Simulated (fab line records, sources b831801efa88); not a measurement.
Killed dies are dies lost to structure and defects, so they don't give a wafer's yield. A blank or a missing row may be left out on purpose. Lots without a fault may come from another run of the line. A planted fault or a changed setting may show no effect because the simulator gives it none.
Which tool did it? | flow sky130 | 12 lots, 36 wafers sampled, at 1 step of a route of 708

WHAT THE GAUGES READ, wafer by wafer
SKY_METAL1_OVL_MEAS_16.
lot  | measured     | on         | METAL1_OVL (nm)
L076 | day 33 18:56 | overlay-02 | -5 4 4
L077 | day 34 01:35 | overlay-02 | 8 6 2
L079 | day 34 11:08 | overlay-02 | -6 -1 -2
L080 | day 35 07:26 | overlay-01 | -2 -4 -2
L083 | day 35 18:50 | overlay-02 | 2 1 5
L085 | day 36 13:08 | overlay-02 | 6 7 3
L087 | day 36 21:20 | overlay-02 | -2 -3 1
L089 | day 37 09:20 | overlay-02 | 2 -12 1
L091 | day 37 22:02 | overlay-01 | 5 5 -1
L093 | day 38 13:58 | overlay-02 | -6 6 -4
L095 | day 39 08:07 | overlay-02 | 1 -3 2
L097 | day 39 17:04 | overlay-01 | 1 -3 6

WHICH TOOL RAN EACH LOT (tool, then ch and the chambers of the sampled wafers, then the start)
The record holds no process step before these readings.

THE ANSWER, worked out from the rows above alone
Rule: what is usual is taken from the lots themselves. Put in order of their means at a reading, lots are off if they are a third of the lots or fewer, leave a main group of 4 or more, and stand apart from it by a gap of 3 or more times the standard deviation of the main group's means; of several such gaps the widest counts. A main group whose means are all the same, to the digits that the tables above print for the reading, isn't used. A lot without any number at a reading at which 4 lots or more have one is off too. The other lots that the step has rows for count as sound.
No lot is off at any reading shown: from this, nothing can be told.

WHAT THE SIMULATOR HAD PUT IN
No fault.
